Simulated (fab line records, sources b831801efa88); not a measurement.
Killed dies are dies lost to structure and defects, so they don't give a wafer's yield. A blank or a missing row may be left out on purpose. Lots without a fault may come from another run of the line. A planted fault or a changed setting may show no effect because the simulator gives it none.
fab line records | flow gf180mcu
record lots=24 wafers=72 last_day=35
route steps=602 shown SAB@274 CONTACT@289 V1@336
lots that met no fault: from a run of the same line without faults
start_h: hours from the record's first day to the start of the lot's first wafer shown | wait_h: hours since the lot's step before | " the same as in the row above | L1.1+2: a row that stands for several wafers | - no value, or no start given | * or withheld: withheld | < > ~ a bound
route shown NAME@n: a module of which the file shows steps, and the number in the route of the first | usual: mean/standard deviation of fault-free wafers | same: alike in all rows | chamber/n: place in a boat | sites: the reading at each site | _std_site: their standard deviation | _edge_site: outer sites' mean less inner sites' | radius_mm: how far each site lies from the wafer's centre | mask NAME#n: copy n | behind: the tool/chamber that last shaped the wafer | hold: why the lot was held/for how many hours/how that ended | device: the transistor (n, p or np) that didn't switch | end of line: the same wafers' tests at the end of the route | a step without rows: its recipe alone | killed: dies lost to structure and defects at the first sort, not the wafer's yield | map: a wafer's dies, x killed, . not, _ none there
set.NAME: the setting as run; set.NAME@STEP: as run at that earlier step | model.NAME: the simulator's own value behind a step, which no gauge read
steps of the route over a sample of lots; a table a step, a row a wafer
services: from which hour (start_h, from the record's first day; less than 0 if before it) a tool's chamber was out of use, for how many hours, and why
## steps
# step GF_SAB_OVL_MEAS_10
# usual SAB_OVL=0.4/1.6
# columns lot.wafer tool chamber start_h wait_h SAB_OVL[nm]
L074.1 overlay-02 - 358.78 0.1 -1.2
L074.2 " - " " -0.6
L074.4 " - " " -0.9
L075.1 overlay-02 - 364.87 0.1 1.3
L075.5 " - " " 2.1
L075.6 " - " " -0.6
L076.1 overlay-01 - 374.28 0.1 1.2
L076.3 " - " " -0.3
L076.6 " - " " 0.7
L077.2 overlay-01 - 382.28 0.1 1.4
L077.3 " - " " 0.6
L077.4 " - " " 1.4
L078.1 overlay-01 - 388.17 0.1 1.8
L078.2 " - " " 0.4
L078.3 " - " " -0.4
L079.1 overlay-02 - 402.91 0.1 -0.8
L079.4 " - " " 1.6
L079.5 " - " " 0.2
L080.1 overlay-02 - 408.33 0.1 -2.1
L080.3 " - " " -2.5
L080.4 " - " " -2.7
L081.2 overlay-02 - 414.37 0.1 2.0
L081.3 " - " " 1.7
L081.5 " - " " 2.5
L082.1 overlay-02 - 428.33 0.1 -1.0
L082.2 " - " " -0.3
L082.4 " - " " -2.3
L083.1 overlay-01 - 435.21 0.1 3.6
L083.5 " - " " 4.9
L083.6 " - " " 4.8
L084.4 overlay-01 - 438.33 0.1 0.0
L084.5 " - " " -0.8
L084.6 " - " " 1.8
L085.1 overlay-02 - 456.41 0.1 1.1
L085.2 " - " " -2.2
L085.6 " - " " 0.7
L086.3 overlay-01 - 461.63 0.1 1.3
L086.4 " - " " 1.0
L086.6 " - " " -0.2
L087.1 overlay-02 - 469.82 0.1 1.7
L087.4 " - " " -0.7
L087.6 " - " " 0.4
L088.2 overlay-02 - 478.63 0.1 -1.4
L088.4 " - " " -0.2
L088.6 " - " " -1.8
L089.2 overlay-01 - 488.32 0.1 0.1
L089.3 " - " " -0.1
L089.4 " - " " 0.7
L090.3 overlay-02 - 495.78 0.1 -0.1
L090.4 " - " " -0.3
L090.5 " - " " 0.2
L091.1 overlay-01 - 502.91 0.1 1.2
L091.5 " - " " 2.2
L091.6 " - " " 0.2
L092.1 overlay-02 - 511.77 0.1 1.4
L092.2 " - " " -0.1
L092.5 " - " " 1.5
L093.2 overlay-01 - 520.03 0.1 -2.9
L093.4 " - " " -3.1
L093.6 " - " " -2.8
L094.1 overlay-01 - 522.47 0.1 1.9
L094.5 " - " " 1.4
L094.6 " - " " 1.2
L095.1 overlay-01 - 531.46 0.1 1.6
L095.3 " - " " 2.8
L095.4 " - " " 0.3
L096.1 overlay-01 - 538.86 0.1 0.4
L096.5 " - " " 1.3
L096.6 " - " " 0.6
L097.1 overlay-02 - 547.37 0.1 -2.2
L097.2 " - " " 0.6
L097.4 " - " " 1.1
# step GF_CONTACT_CVD_02
# recipe material=SiO2 target_thk_nm=860 precursor=TEOS temp_c=400 time_s=95.992 rf_w=600
# usual heater_power_w=704/120 rf_fwd_power_W=595.9/2.3
# columns lot.wafer tool chamber start_h wait_h heater_power_w rf_fwd_power_W since_wet_clean_h
L074.1 pecvd-01 0 359.82 0.1 697 597.7 185
L074.2 " 2 " " 758 595.9 185
L074.4 " 0 " " 725 599.4 -
L075.1 pecvd-03 2 365.87 0.1 696 596.8 608
L075.5 " 2 " " 719 594.8 -
L075.6 " 0 " " 737 597.3 -
L076.1 pecvd-03 0 375.28 0.1 628 596.3 617
L076.3 " 1 " " 601 598.2 617
L076.6 " 2 " " 718 595.7 -
L077.2 pecvd-02 2 383.28 0.0 974 594.2 0
L077.3 " 1 " " 664 600.0 0
L077.4 " 0 " " 580 594.0 -
L078.1 pecvd-01 1 389.17 0.1 777 597.5 215
L078.2 " 2 " " 709 596.9 215
L078.3 " 0 " " 734 595.7 215
L079.1 pecvd-01 1 403.96 0.1 686 595.0 229
L079.4 " 0 " " 723 596.2 -
L079.5 " 1 " " 781 594.4 -
L080.1 pecvd-02 0 409.36 0.1 625 594.9 26
L080.3 " 2 " " 1009 595.4 26
L080.4 " 1 " " 690 597.8 -
L081.2 pecvd-03 2 415.40 0.0 670 594.5 657
L081.3 " 0 " " 735 598.3 657
L081.5 " 0 " " 742 597.0 -
L082.1 pecvd-03 2 429.35 0.1 677 592.7 671
L082.2 " 1 " " 564 596.5 671
L082.4 " 0 " " 611 597.4 -
L083.1 pecvd-02 0 436.22 0.1 636 591.7 53
L083.5 " 0 " " 517 591.1 -
L083.6 " 1 " " 650 597.7 -
L084.4 pecvd-02 2 439.35 0.1 1014 593.9 -
L084.5 " 1 " " 624 595.5 -
L084.6 " 0 " " 598 593.7 -
L085.1 pecvd-02 1 457.44 0.1 659 596.8 75
L085.2 " 2 " " 996 595.2 75
L085.6 " 1 " " 698 599.5 -
L086.3 pecvd-01 1 462.63 0.0 848 593.3 288
L086.4 " 1 " " 662 594.0 -
L086.6 " 0 " " 571 601.6 -
L087.1 pecvd-01 0 470.84 0.1 619 593.6 296
L087.4 " 0 " " 664 597.0 -
L087.6 " 1 " " 798 597.8 -
L088.2 pecvd-01 1 479.63 0.0 733 594.6 305
L088.4 " 0 " " 709 599.7 -
L088.6 " 1 " " 791 597.1 -
L089.2 pecvd-02 0 489.32 0.0 612 594.2 106
L089.3 " 1 " " 642 594.3 106
L089.4 " 1 " " 659 594.6 -
L090.3 pecvd-03 1 496.80 0.0 621 601.4 739
L090.4 " 2 " " 566 595.4 -
L090.5 " 0 " " 611 595.9 -
L091.1 pecvd-01 2 503.92 0.1 726 596.3 329
L091.5 " 2 " " 600 595.0 -
L091.6 " 0 " " 579 598.0 -
L092.1 pecvd-02 0 512.77 0.1 624 593.3 130
L092.2 " 1 " " 694 598.8 130
L092.5 " 2 " " 849 592.7 -
L093.2 pecvd-03 1 521.03 0.0 613 594.2 763
L093.4 " 1 " " 644 595.7 -
L093.6 " 2 " " 643 593.5 -
L094.1 pecvd-02 2 523.48 0.1 939 598.0 141
L094.5 " 0 " " 623 591.2 -
L094.6 " 1 " " 544 596.2 -
L095.1 pecvd-03 0 532.48 0.1 705 596.7 774
L095.3 " 2 " " 712 593.8 -
L095.4 " 0 " " 753 594.6 -
L096.1 pecvd-01 2 539.87 0.1 750 597.4 365
L096.5 " 2 " " 601 596.4 -
L096.6 " 0 " " 695 598.7 -
L097.1 pecvd-01 1 548.40 0.1 776 596.7 374
L097.2 " 0 " " 723 599.6 374
L097.4 " 0 " " 578 598.2 -
# step GF_CONTACT_RS_MEAS_25
# recipe thk_meas_gauge=four-point-probe reads=W_of_CONTACT_CVD_24+TiN_of_CONTACT_SPUTTER_23+Ti_of_CONTACT_SPUTTER_22
# usual CONTACT_W_RS=0.384/0.0036
# columns lot.wafer tool chamber start_h wait_h CONTACT_W_RS[ohm/sq]
L074.1 film_metro-04 - 384.07 0.1 0.386
L074.2 " - " " 0.379
L074.4 " - " " 0.380
L075.1 film_metro-02 - 390.65 0.1 0.382
L075.5 " - " " 0.385
L075.6 " - " " 0.383
L076.1 film_metro-02 - 400.50 0.1 0.378
L076.3 " - " " 0.382
L076.6 " - " " 0.380
L077.2 film_metro-03 - 408.67 0.1 0.385
L077.3 " - " " 0.384
L077.4 " - " " 0.378
L078.1 film_metro-02 - 414.36 0.1 0.380
L078.2 " - " " 0.380
L078.3 " - " " 0.378
L079.1 film_metro-03 - 430.12 0.1 0.388
L079.4 " - " " 0.383
L079.5 " - " " 0.387
L080.1 film_metro-02 - 435.21 0.1 0.392
L080.3 " - " " 0.388
L080.4 " - " " 0.386
L081.2 film_metro-03 - 442.49 0.1 0.384
L081.3 " - " " 0.380
L081.5 " - " " 0.383
L082.1 film_metro-02 - 455.20 0.1 0.385
L082.2 " - " " 0.384
L082.4 " - " " 0.386
L083.1 film_metro-03 - 462.06 0.1 0.386
L083.5 " - " " 0.389
L083.6 " - " " 0.385
L084.4 film_metro-03 - 464.68 0.1 0.380
L084.5 " - " " 0.378
L084.6 " - " " 0.378
L085.1 film_metro-02 - 483.47 0.2 0.383
L085.2 " - " " 0.381
L085.6 " - " " 0.384
L086.3 film_metro-02 - 489.36 0.1 0.387
L086.4 " - " " 0.380
L086.6 " - " " 0.381
L087.1 film_metro-02 - 496.85 0.1 0.389
L087.4 " - " " 0.388
L087.6 " - " " 0.387
L088.2 film_metro-03 - 505.04 0.1 0.381
L088.4 " - " " 0.384
L088.6 " - " " 0.380
L089.2 film_metro-02 - 514.98 0.1 0.382
L089.3 " - " " 0.383
L089.4 " - " " 0.387
L090.3 film_metro-02 - 521.60 0.1 0.381
L090.4 " - " " 0.389
L090.5 " - " " 0.383
L091.1 film_metro-02 - 528.77 0.1 0.381
L091.5 " - " " 0.382
L091.6 " - " " 0.381
L092.1 film_metro-04 - 537.94 0.1 0.379
L092.2 " - " " 0.389
L092.5 " - " " 0.379
L093.2 film_metro-02 - 546.10 0.1 0.378
L093.4 " - " " 0.388
L093.6 " - " " 0.379
L094.1 film_metro-03 - 548.36 0.1 0.385
L094.5 " - " " 0.383
L094.6 " - " " 0.383
L095.1 film_metro-02 - 556.80 0.1 0.378
L095.3 " - " " 0.380
L095.4 " - " " 0.383
L096.1 film_metro-04 - 564.37 0.2 0.388
L096.5 " - " " 0.390
L096.6 " - " " 0.390
L097.1 film_metro-02 - 573.30 0.1 0.383
L097.2 " - " " 0.383
L097.4 " - " " 0.386
# step GF_V1_THK_MEAS_01
# recipe reads=SiO2_of_V1_CVD_00
# usual V1_CVD_00_THK=600/7.3
# columns lot.wafer tool chamber start_h wait_h V1_CVD_00_THK[nm]
L074.1 film_metro-03 - 409.82 0.0 603
L074.2 " - " " 604
L074.4 " - " " 598
L075.1 film_metro-01 - 416.09 0.0 617
L075.5 " - " " 614
L075.6 " - " " 603
L076.1 film_metro-01 - 425.99 0.0 604
L076.3 " - " " 602
L076.6 " - " " 609
L077.2 film_metro-01 - 434.68 0.0 604
L077.3 " - " " 599
L077.4 " - " " 607
L078.1 film_metro-01 - 440.84 0.0 600
L078.2 " - " " 590
L078.3 " - " " 594
L079.1 film_metro-03 - 456.81 0.0 599
L079.4 " - " " 595
L079.5 " - " " 599
L080.1 film_metro-04 - 461.06 0.0 596
L080.3 " - " " 605
L080.4 " - " " 603
L081.2 film_metro-01 - 468.37 0.0 607
L081.3 " - " " 599
L081.5 " - " " 603
L082.1 film_metro-01 - 481.30 0.0 597
L082.2 " - " " 593
L082.4 " - " " 601
L083.1 film_metro-04 - 488.41 0.0 594
L083.5 " - " " 597
L083.6 " - " " 589
L084.4 film_metro-04 - 491.06 0.0 586
L084.5 " - " " 587
L084.6 " - " " 595
L085.1 film_metro-01 - 509.28 0.0 602
L085.2 " - " " 590
L085.6 " - " " 600
L086.3 film_metro-01 - 515.62 0.1 606
L086.4 " - " " 603
L086.6 " - " " 597
L087.1 film_metro-01 - 522.11 0.0 590
L087.4 " - " " 600
L087.6 " - " " 596
L088.2 film_metro-04 - 531.00 0.0 607
L088.4 " - " " 598
L088.6 " - " " 609
L089.2 film_metro-01 - 540.03 0.0 605
L089.3 " - " " 594
L089.4 " - " " 592
L090.3 film_metro-01 - 546.71 0.1 601
L090.4 " - " " 608
L090.5 " - " " 594
L091.1 film_metro-03 - 554.07 0.0 602
L091.5 " - " " 601
L091.6 " - " " 595
L092.1 film_metro-01 - 563.06 0.0 611
L092.2 " - " " 602
L092.5 " - " " 604
L093.2 film_metro-04 - 570.02 0.0 604
L093.4 " - " " 604
L093.6 " - " " 600
L094.1 film_metro-04 - 573.46 0.0 608
L094.5 " - " " 599
L094.6 " - " " 596
L095.1 film_metro-03 - 581.08 0.0 588
L095.3 " - " " 606
L095.4 " - " " 589
L096.1 film_metro-04 - 588.56 0.0 590
L096.5 " - " " 609
L096.6 " - " " 609
L097.1 film_metro-04 - 596.47 0.0 595
L097.2 " - " " 591
L097.4 " - " " 596
# step GF_V1_ETCH_16
# recipe chemistry=N2/H2 target_depth_a=withheld overetch_a=withheld time_s=withheld target=BARC ion_energy_ev=200 source_w=500 bias_w=100 pressure_mtorr=30 n2_flow_sccm=100 h2_flow_sccm=200
# usual drypump_motor_current_A=5.6/0.35 oes_product_au=0.855/0.0046 rf_fwd_power_W=495.2/2.6 throttle_valve_pct=13.226/0.0094
# columns lot.wafer tool chamber start_h wait_h drypump_motor_current_A oes_product_au rf_fwd_power_W throttle_valve_pct
L074.1 rie_diel-04 1 435.16 0.0 5.9 0.864 498.3 13.226
L074.2 " 0 " " 5.4 0.854 495.9 13.218
L074.4 " 3 " " 5.2 0.855 494.6 13.228
L075.1 rie_diel-02 3 441.96 0.0 5.1 0.860 496.8 13.214
L075.5 " 3 " " 5.1 0.856 495.3 13.219
L075.6 " 0 " " 5.7 0.859 493.3 13.225
L076.1 rie_diel-01 1 451.60 0.0 5.9 0.853 489.1 13.226
L076.3 " 2 " " 6.0 0.858 496.1 13.227
L076.6 " 0 " " 5.8 0.853 495.0 13.228
L077.2 rie_diel-02 0 459.98 0.0 5.8 0.868 493.6 13.235
L077.3 " 1 " " 4.9 0.853 490.7 13.231
L077.4 " 3 " " 5.1 0.857 496.7 13.224
L078.1 rie_diel-01 3 466.33 0.0 5.7 0.863 494.7 13.223
L078.2 " 0 " " 5.8 0.859 491.6 13.222
L078.3 " 1 " " 5.9 0.856 489.7 13.236
L079.1 rie_diel-04 0 482.36 0.0 5.4 0.850 496.0 13.226
L079.4 " 1 " " 6.0 0.852 500.8 13.233
L079.5 " 3 " " 5.2 0.856 494.0 13.223
L080.1 rie_diel-01 3 486.48 0.0 5.6 0.858 495.8 13.238
L080.3 " 0 " " 5.7 0.858 493.1 13.229
L080.4 " 1 " " 5.9 0.849 488.9 13.227
L081.2 rie_diel-04 1 493.98 0.0 5.9 0.853 496.0 13.242
L081.3 " 3 " " 5.2 0.859 497.9 13.221
L081.5 " 3 " " 5.2 0.863 496.2 13.216
L082.1 rie_diel-02 1 505.70 0.0 4.9 0.862 492.7 13.230
L082.2 " 3 " " 5.1 0.850 493.8 13.253
L082.4 " 1 " " 4.9 0.857 491.7 13.238
L083.1 rie_diel-04 1 513.06 0.0 5.9 0.853 497.8 13.236
L083.5 " 1 " " 5.9 0.858 493.9 13.226
L083.6 " 0 " " 5.4 0.846 495.0 13.219
L084.4 rie_diel-02 3 515.87 0.0 5.1 0.849 498.2 13.213
L084.5 " 0 " " 5.8 0.848 498.1 13.240
L084.6 " 1 " " 4.8 0.858 490.9 13.219
L085.1 rie_diel-01 2 533.36 0.0 6.0 0.853 495.4 13.218
L085.2 " 0 " " 5.8 0.855 493.9 13.233
L085.6 " 0 " " 5.8 0.855 492.3 13.206
L086.3 rie_diel-02 1 540.15 0.0 4.8 0.853 491.5 13.228
L086.4 " 0 " " 5.7 0.861 494.4 13.238
L086.6 " 0 " " 5.8 0.852 494.8 13.223
L087.1 rie_diel-01 1 546.33 0.0 5.9 0.855 493.4 13.236
L087.4 " 3 " " 5.7 0.856 494.0 13.210
L087.6 " 3 " " 5.6 0.863 492.1 13.231
L088.2 rie_diel-02 0 554.86 0.0 5.8 0.855 494.6 13.243
L088.4 " 2 " " 5.7 0.855 499.0 13.223
L088.6 " 1 " " 4.9 0.863 493.5 13.205
L089.2 rie_diel-02 0 563.80 0.0 5.8 0.851 495.4 13.230
L089.3 " 3 " " 5.1 0.858 496.5 13.231
L089.4 " 2 " " 5.7 0.866 500.0 13.230
L090.3 rie_diel-01 1 570.00 0.0 5.9 0.859 492.7 13.213
L090.4 " 3 " " 5.6 0.850 495.2 13.221
L090.5 " 1 " " 5.9 0.856 492.7 13.235
L091.1 rie_diel-01 1 577.66 0.0 5.9 0.858 491.9 13.224
L091.5 " 2 " " 6.0 0.857 496.4 13.223
L091.6 " 3 " " 5.6 0.856 493.6 13.217
L092.1 rie_diel-01 0 585.76 0.0 5.9 0.851 493.3 13.223
L092.2 " 2 " " 6.0 0.855 498.5 13.212
L092.5 " 3 " " 5.6 0.851 493.2 13.232
L093.2 rie_diel-04 1 592.70 0.0 5.9 0.853 497.4 13.234
L093.4 " 3 " " 5.2 0.853 497.6 13.233
L093.6 " 3 " " 5.2 0.854 498.8 13.230
L094.1 rie_diel-01 1 595.81 0.0 5.9 0.856 493.0 13.229
L094.5 " 3 " " 5.6 0.853 496.8 13.224
L094.6 " 2 " " 6.0 0.860 497.0 13.219
L095.1 rie_diel-02 1 603.55 0.0 4.9 0.855 492.2 13.223
L095.3 " 3 " " 5.1 0.850 498.4 13.221
L095.4 " 1 " " 4.8 0.861 491.2 13.230
L096.1 rie_diel-04 1 611.10 0.0 5.8 0.857 497.4 13.243
L096.5 " 3 " " 5.2 0.855 496.3 13.224
L096.6 " 1 " " 5.9 0.851 495.5 13.225
L097.1 rie_diel-02 3 619.00 0.0 5.1 0.859 497.5 13.216
L097.2 " 0 " " 5.8 0.856 495.1 13.231
L097.4 " 1 " " 4.9 0.856 492.7 13.215
# step GF_V1_SPUTTER_21
# recipe material=Ti target_thk_nm=15 chamber_pressure_pa=5 power_w=2500 substrate_temp_c=200 time_s=80.02
# usual substrate_temp_c=200.00/0.16 throttle_valve_pct=30.0/0.87
# columns lot.wafer tool chamber start_h wait_h substrate_temp_c throttle_valve_pct
L074.1 pvd_sputter-04 - 435.83 0.0 199.92 29.0
L074.2 " - " " 200.03 29.7
L074.4 " - " " 199.86 31.6
L075.1 pvd_sputter-02 - 442.62 0.0 200.03 29.0
L075.5 " - " " 200.14 30.2
L075.6 " - " " 200.28 29.1
L076.1 pvd_sputter-03 - 452.26 0.0 200.09 30.9
L076.3 " - " " 199.84 31.0
L076.6 " - " " 199.98 29.6
L077.2 pvd_sputter-03 - 460.69 0.0 200.24 30.1
L077.3 " - " " 200.06 29.1
L077.4 " - " " 200.07 31.5
L078.1 pvd_sputter-04 - 467.01 0.0 199.99 29.8
L078.2 " - " " 199.89 29.8
L078.3 " - " " 199.88 28.8
L079.1 pvd_sputter-03 - 483.03 0.0 200.29 31.0
L079.4 " - " " 200.03 30.0
L079.5 " - " " 200.29 30.9
L080.1 pvd_sputter-02 - 487.15 0.0 200.00 29.2
L080.3 " - " " 199.90 29.2
L080.4 " - " " 199.79 30.4
L081.2 pvd_sputter-04 - 494.69 0.0 199.72 29.8
L081.3 " - " " 199.92 28.8
L081.5 " - " " 199.87 31.6
L082.1 pvd_sputter-04 - 506.39 0.0 200.08 28.9
L082.2 " - " " 199.86 29.6
L082.4 " - " " 199.81 31.3
L083.1 pvd_sputter-04 - 513.72 0.0 200.14 29.0
L083.5 " - " " 200.25 29.8
L083.6 " - " " 200.13 31.5
L084.4 pvd_sputter-03 - 516.51 0.0 200.09 29.9
L084.5 " - " " 199.70 31.1
L084.6 " - " " 199.83 31.5
L085.1 pvd_sputter-03 - 534.02 0.0 199.85 30.1
L085.2 " - " " 199.92 31.2
L085.6 " - " " 199.99 29.3
L086.3 pvd_sputter-02 - 540.81 0.0 200.04 29.0
L086.4 " - " " 200.09 30.6
L086.6 " - " " 199.86 29.0
L087.1 pvd_sputter-04 - 547.00 0.0 199.93 28.8
L087.4 " - " " 200.35 29.5
L087.6 " - " " 200.07 30.0
L088.2 pvd_sputter-04 - 555.52 0.0 199.82 29.2
L088.4 " - " " 200.13 29.7
L088.6 " - " " 199.62 31.3
L089.2 pvd_sputter-02 - 564.46 0.0 200.08 30.5
L089.3 " - " " 200.33 29.9
L089.4 " - " " 199.85 29.4
L090.3 pvd_sputter-02 - 570.66 0.0 200.03 28.9
L090.4 " - " " 199.89 29.1
L090.5 " - " " 200.01 29.9
L091.1 pvd_sputter-03 - 578.34 0.0 199.90 30.9
L091.5 " - " " 199.76 31.1
L091.6 " - " " 200.20 31.3
L092.1 pvd_sputter-03 - 586.43 0.0 199.90 29.9
L092.2 " - " " 199.71 29.3
L092.5 " - " " 199.90 29.3
L093.2 pvd_sputter-02 - 593.42 0.0 200.05 30.2
L093.4 " - " " 200.15 29.1
L093.6 " - " " 199.82 30.5
L094.1 pvd_sputter-03 - 596.47 0.0 199.99 29.9
L094.5 " - " " 199.92 29.9
L094.6 " - " " 200.01 29.1
L095.1 pvd_sputter-02 - 604.21 0.0 199.85 29.2
L095.3 " - " " 199.95 29.1
L095.4 " - " " 200.28 30.2
L096.1 pvd_sputter-02 - 611.80 0.0 199.80 30.2
L096.5 " - " " 199.95 29.2
L096.6 " - " " 200.18 29.1
L097.1 pvd_sputter-03 - 619.66 0.0 199.61 31.2
L097.2 " - " " 200.16 29.1
L097.4 " - " " 199.95 31.2
## services
# columns tool chamber start_h hours kind
pecvd-02 - 368.88 14.0 pm
pvd_sputter-03 - 369.13 0.8 repair
pvd_sputter-04 - 374.42 2.0 repair
pecvd-02 - 379.21 0.2 repair
rie_diel-02 1 399.35 2.6 repair
rie_diel-01 1 422.78 6.0 repair
rie_diel-01 0 427.57 5.4 repair
rie_diel-01 0 437.40 1.5 repair
pvd_sputter-03 - 454.45 4.1 repair
rie_diel-01 1 467.62 14.5 repair
pvd_sputter-04 - 475.07 0.8 repair
rie_diel-01 - 475.31 0.6 repair
pvd_sputter-04 - 480.02 4.1 repair
rie_diel-01 2 483.26 4.6 repair
pecvd-02 - 496.56 2.8 pm
rie_diel-02 - 497.87 2.8 pm
rie_diel-02 2 501.10 14.8 repair
rie_diel-01 - 505.95 14.6 pm
pecvd-03 - 513.86 6.0 pm
rie_diel-01 1 529.03 5.5 repair
rie_diel-02 2 571.30 4.1 repair
rie_diel-01 - 573.06 2.8 pm
pecvd-02 0 588.74 19.3 repair
rie_diel-01 3 614.48 5.2 repair
## key
fault none
